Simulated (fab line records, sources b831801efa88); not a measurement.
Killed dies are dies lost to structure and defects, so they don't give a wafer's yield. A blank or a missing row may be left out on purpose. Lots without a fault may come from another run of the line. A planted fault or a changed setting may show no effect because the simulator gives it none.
fab line records | flow sky130 | part 2 of 2: steps 43 to 43 of 43
record lots=6 wafers=18 last_day=50
route steps=708 shown VIA2@525 METAL3@532 CAPM@537 PAD_OPEN@708
lots that met no fault: from a run of the same line without faults
start_h: hours from the record's first day to the start of the lot's first wafer shown | wait_h: hours since the lot's step before | " the same as in the row above | L1.1+2: a row that stands for several wafers | - no value, or no start given | * or withheld: withheld | < > ~ a bound
route shown NAME@n: a module of which the file shows steps, and the number in the route of the first | usual: mean/standard deviation of fault-free wafers | same: alike in all rows | chamber/n: place in a boat | sites: the reading at each site | _std_site: their standard deviation | _edge_site: outer sites' mean less inner sites' | radius_mm: how far each site lies from the wafer's centre | mask NAME#n: copy n | behind: the tool/chamber that last shaped the wafer | hold: why the lot was held/for how many hours/how that ended | device: the transistor (n, p or np) that didn't switch | end of line: the same wafers' tests at the end of the route | a step without rows: its recipe alone | killed: dies lost to structure and defects at the first sort, not the wafer's yield | map: a wafer's dies, x killed, . not, _ none there
set.NAME: the setting as run; set.NAME@STEP: as run at that earlier step | model.NAME: the simulator's own value behind a step, which no gauge read
lots at some steps of the route; a table a step, a row a wafer
services: from which hour (start_h, from the record's first day; less than 0 if before it) a tool's chamber was out of use, for how many hours, and why
## steps
# step SKY_PAD_OPEN_PROBE_99
# usual defect_limited_yield=82.3/1.8 killed_at_M0_to_M3=44/7.2 killed_at_M4_up=3.1/1.8 killed_at_contacts=24/4.5 killed_at_front_end=16/4.4 killed_at_other=0.2/0.42 killed_dies=87/8.9 killed_open=48/6.4 killed_short=39/6.2 sort_bin_3_pad_short=0.9/0.46 sort_bin_5_function=10.5/1.6 sort_bin_6_memory=6.3/1.1 sort_n_pass=405/8.9 sort_yield_pct=82.3/1.8
# same gross_dies=492 killed_at_back_side=0 sort_bin_4_leakage[%]=0 sort_bin_8_speed[%]=0
# columns lot.wafer tool chamber start_h wait_h defect_limited_yield[%] killed_at_M0_to_M3 killed_at_M4_up killed_at_contacts killed_at_front_end killed_at_other killed_dies killed_open killed_short sort_bin_3_pad_short[%] sort_bin_5_function[%] sort_bin_6_memory[%] sort_n_pass sort_yield_pct[%] model.etest.cap_mim.bv_v model.etest.cap_mim.leak_log10_a_cm2 model.etest.cap_mim.c_ff_um2
L726.1 prober-02 - 1102.85 0.1 82.9 38 2 27 17 0 84 43 41 1.4 10.4 5.3 408 82.9 15.34 -9.262 2.163
L726.2 prober-02 - 1102.90 0.1 82.9 46 7 18 13 0 84 43 41 1.8 8.5 6.7 408 82.9 13.99 -8.881 2.387
L726.3 prober-02 - 1102.95 0.2 85.2 45 3 19 6 0 73 44 29 0.2 9.8 4.9 419 85.2 13.81 -8.997 2.36
L730.2 prober-02 - 1139.36 0.1 82.9 42 2 23 17 0 84 45 39 1.0 10.6 5.5 408 82.9 13.15 -8.899 2.427
L730.3 prober-02 - 1139.41 0.2 81.3 47 2 22 21 0 92 54 38 0.6 12.0 6.1 400 81.3 15.31 -9.316 2.199
L730.6 prober-02 - 1139.56 0.2 78.3 57 7 25 18 0 107 56 51 1.2 11.2 9.3 385 78.3 13.29 -8.93 2.368
L736.2 prober-02 - 1163.58 0.1 80.9 47 3 24 20 0 94 54 40 1.6 11.0 6.5 398 80.9 13.18 -8.979 2.412
L736.3 prober-02 - 1163.63 0.2 80.1 53 4 29 12 0 98 46 52 1.6 10.8 7.5 394 80.1 13.31 -8.867 2.432
L736.5 prober-02 - 1163.73 0.2 83.7 44 2 17 17 0 80 47 33 0.6 8.9 6.7 412 83.7 13.65 -9.07 2.339
L740.3 prober-02 - 1186.64 0.2 85.2 36 4 19 14 0 73 38 35 0.6 8.9 5.3 419 85.2 13.81 -9.142 2.336
L740.5 prober-02 - 1186.74 0.2 81.5 54 3 24 10 0 91 53 38 0.8 10.6 7.1 401 81.5 14.15 -9.065 2.296
L740.6 prober-02 - 1186.79 0.2 81.9 36 1 38 14 0 89 48 41 0.8 10.8 6.5 403 81.9 14.62 -9.241 2.26
L741.1 prober-01 - 1187.67 0.1 84.3 40 1 16 19 1 77 40 37 0 9.1 6.5 415 84.3 13.78 -8.856 2.335
L741.3 prober-01 - 1187.77 0.2 82.7 43 4 22 16 0 85 44 41 1.2 10.8 5.3 407 82.7 13.29 -8.779 2.409
L741.5 prober-01 - 1187.87 0.2 82.1 37 0 29 21 1 88 49 39 1.0 11.0 5.9 404 82.1 13.77 -8.995 2.353
L742.2 prober-02 - 1188.69 0.1 83.3 38 3 29 12 0 82 47 35 0.8 10.6 5.3 410 83.3 13.67 -9.05 2.34
L742.3 prober-02 - 1188.74 0.2 82.1 41 5 26 16 0 88 49 39 1.0 9.6 7.3 404 82.1 13.95 -9.035 2.347
L742.5 prober-02 - 1188.84 0.2 81.5 45 5 27 13 1 91 48 43 1.0 11.6 5.9 401 81.5 13.87 -9.216 2.343
# killed by level:class
L726.1 VIA1:geometric_particle:open=11 CONTACT:geometric_particle:open=9 LI_CONTACT:geometric_particle:open=7 LOCAL_INTERCONNECT:geometric_particle:short=6 METAL1:geometric_particle:short=6 VIA1:geometric_particle:short=6 FIELD_ISO:geometric_particle:open=4 FIELD_ISO:geometric_particle:short=3
L726.2 VIA1:geometric_particle:open=14 METAL2:geometric_particle:short=7 FIELD_ISO:geometric_particle:open=6 VIA2:geometric_particle:open=6 METAL4:geometric_particle:short=6 LI_CONTACT:geometric_particle:open=5 VIA3:geometric_particle:short=4 CONTACT:geometric_particle:short=4
L726.3 VIA1:geometric_particle:open=12 VIA2:geometric_particle:open=8 CONTACT:geometric_particle:open=7 LI_CONTACT:geometric_particle:open=6 METAL1:geometric_particle:short=6 VIA3:geometric_particle:open=6 VIA3:geometric_particle:short=5 LOCAL_INTERCONNECT:geometric_particle:short=3
L730.2 CONTACT:geometric_particle:open=12 VIA1:geometric_particle:open=11 VIA1:geometric_particle:short=9 VIA3:geometric_particle:short=5 FIELD_ISO:geometric_particle:open=4 FIELD_ISO:geometric_particle:short=4 LOCAL_INTERCONNECT:geometric_particle:short=4 VIA3:geometric_particle:open=4
L730.3 VIA1:geometric_particle:open=11 CONTACT:geometric_particle:open=9 VIA3:geometric_particle:open=8 CONTACT:geometric_particle:short=8 FIELD_ISO:geometric_particle:open=6 METAL2:geometric_particle:short=6 POLY_GATE:geometric_particle:open=5 VIA2:geometric_particle:open=5
L730.6 VIA1:geometric_particle:open=14 VIA1:geometric_particle:short=11 CONTACT:geometric_particle:open=10 POLY_GATE:geometric_particle:open=7 METAL2:geometric_particle:short=7 LI_CONTACT:geometric_particle:open=6 VIA3:geometric_particle:short=6 VIA3:geometric_particle:open=6
L736.2 VIA1:geometric_particle:open=18 FIELD_ISO:geometric_particle:short=7 FIELD_ISO:geometric_particle:open=7 VIA1:geometric_particle:short=7 LI_CONTACT:geometric_particle:open=7 CONTACT:geometric_particle:open=7 VIA3:geometric_particle:open=6 CONTACT:geometric_particle:short=5
L736.3 VIA1:geometric_particle:open=14 CONTACT:geometric_particle:open=12 VIA1:geometric_particle:short=9 LI_CONTACT:geometric_particle:open=7 METAL1:geometric_particle:short=7 POLY_GATE:geometric_particle:short=5 METAL2:geometric_particle:short=5 LI_CONTACT:geometric_particle:short=4
L736.5 VIA1:geometric_particle:open=11 VIA1:geometric_particle:short=10 FIELD_ISO:geometric_particle:open=7 CONTACT:geometric_particle:open=6 VIA3:geometric_particle:open=6 LI_CONTACT:geometric_particle:open=4 METAL1:geometric_particle:short=4 METAL2:geometric_particle:short=4
L740.3 VIA1:geometric_particle:open=8 CONTACT:geometric_particle:open=7 VIA3:geometric_particle:open=5 FIELD_ISO:geometric_particle:open=4 LI_CONTACT:geometric_particle:short=4 CONTACT:geometric_particle:short=4 VIA3:geometric_particle:short=4 VIA1:geometric_particle:short=4
L740.5 VIA1:geometric_particle:open=18 CONTACT:geometric_particle:open=9 VIA2:geometric_particle:open=7 VIA2:geometric_particle:short=5 METAL1:geometric_particle:short=5 LI_CONTACT:geometric_particle:open=4 LOCAL_INTERCONNECT:geometric_particle:short=4 CONTACT:geometric_particle:short=4
L740.6 LI_CONTACT:geometric_particle:open=11 CONTACT:geometric_particle:open=9 VIA1:geometric_particle:open=8 FIELD_ISO:geometric_particle:open=6 LOCAL_INTERCONNECT:geometric_particle:short=6 VIA3:geometric_particle:open=6 VIA2:geometric_particle:short=5 LI_CONTACT:geometric_particle:short=5
L741.1 VIA1:geometric_particle:open=9 LI_CONTACT:geometric_particle:open=8 METAL1:geometric_particle:short=7 METAL2:geometric_particle:short=5 VIA1:geometric_particle:short=5 POLY_GATE:geometric_particle:open=4 POLY_GATE:geometric_particle:short=4 CONTACT:geometric_particle:open=4
L741.3 VIA1:geometric_particle:open=10 CONTACT:geometric_particle:open=8 VIA1:geometric_particle:short=8 LI_CONTACT:geometric_particle:open=5 FIELD_ISO:geometric_particle:open=4 SPACER:geometric_particle:short=4 CONTACT:geometric_particle:short=4 METAL1:geometric_particle:short=4
L741.5 CONTACT:geometric_particle:open=9 VIA1:geometric_particle:open=9 LI_CONTACT:geometric_particle:open=7 VIA2:geometric_particle:open=7 CONTACT:geometric_particle:short=7 FIELD_ISO:geometric_particle:short=6 METAL2:geometric_particle:short=5 FIELD_ISO:geometric_particle:open=4
L742.2 VIA1:geometric_particle:open=13 LI_CONTACT:geometric_particle:open=6 CONTACT:geometric_particle:short=6 CONTACT:geometric_particle:open=6 VIA3:geometric_particle:open=6 LI_CONTACT:geometric_particle:short=5 FIELD_ISO:geometric_particle:open=4 LOCAL_INTERCONNECT:geometric_particle:short=4
L742.3 VIA1:geometric_particle:open=10 LI_CONTACT:geometric_particle:open=8 CONTACT:geometric_particle:open=8 VIA2:geometric_particle:open=7 METAL1:geometric_particle:short=6 VIA1:geometric_particle:short=6 METAL2:geometric_particle:short=5 FIELD_ISO:geometric_particle:short=4
L742.5 CONTACT:geometric_particle:open=11 LI_CONTACT:geometric_particle:open=9 FIELD_ISO:geometric_particle:open=6 VIA3:geometric_particle:open=6 METAL1:geometric_particle:short=6 VIA1:geometric_particle:open=6 METAL2:geometric_particle:short=6 VIA3:geometric_particle:short=5
## services
# columns tool chamber start_h hours kind
cvd_w-02 1 872.22 13.5 repair
cmp-01 - 877.12 0.8 repair
cmp-01 - 893.01 11.3 pm
rie_diel-02 - 897.13 15.6 pm
cvd_w-02 - 904.00 14.0 pm
cmp-02 - 904.43 4.9 pm
cmp-02 - 910.79 0.9 repair
cmp-01 - 912.28 4.0 pm
cmp-01 - 913.06 0.9 repair
plasma_asher-04 - 920.49 6.0 repair
cvd_w-02 - 924.43 1.0 repair
pvd_sputter-04 - 931.07 1.7 repair
pecvd-04 - 954.31 2.3 repair
plasma_asher-03 - 967.38 11.2 repair
cvd_w-01 - 985.84 0.9 repair
pecvd-04 2 986.07 4.3 repair
cmp-02 - 988.13 19.9 repair
rie_diel-02 - 988.51 0.8 repair
cmp-02 - 1012.49 1.8 repair
cmp-02 - 1013.44 1.9 repair
pecvd-04 - 1015.81 14.6 pm
cmp-01 - 1018.39 0.4 repair
pvd_sputter-04 - 1034.14 2.7 repair
cmp-02 - 1039.80 1.0 repair
## key
first_sign step=SKY_CAPM_THK_MEAS_01 reading=visit direction=added
effect step=SKY_CAPM_THK_MEAS_01 reading=CAPM_CVD_00_THK direction=up sigmas=4.6 usual=15.42 struck=16.65
effect step=SKY_METAL3_ETCH_17 reading=oes_product_au direction=up sigmas=4 usual=0.753 struck=0.781
model_effect step=SKY_CAPM_CVD_00 value=SiO2_of_CAPM_CVD_00.thk_nm without=15.2 struck=16.66
model_effect step=SKY_PAD_OPEN_PROBE_99 value=etest.cap_mim.bv_v without=13.98 struck=15.32
met_at SKY_CAPM_CVD_00
struck_wafers L726.1,L730.3
fault kind=process_parameter_drift tool=pecvd-04 chamber=0 onset_h=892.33 steps=SKY_CAPM_CVD_00 channel=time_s offset=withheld shape=step end_h=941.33 acts_in=*
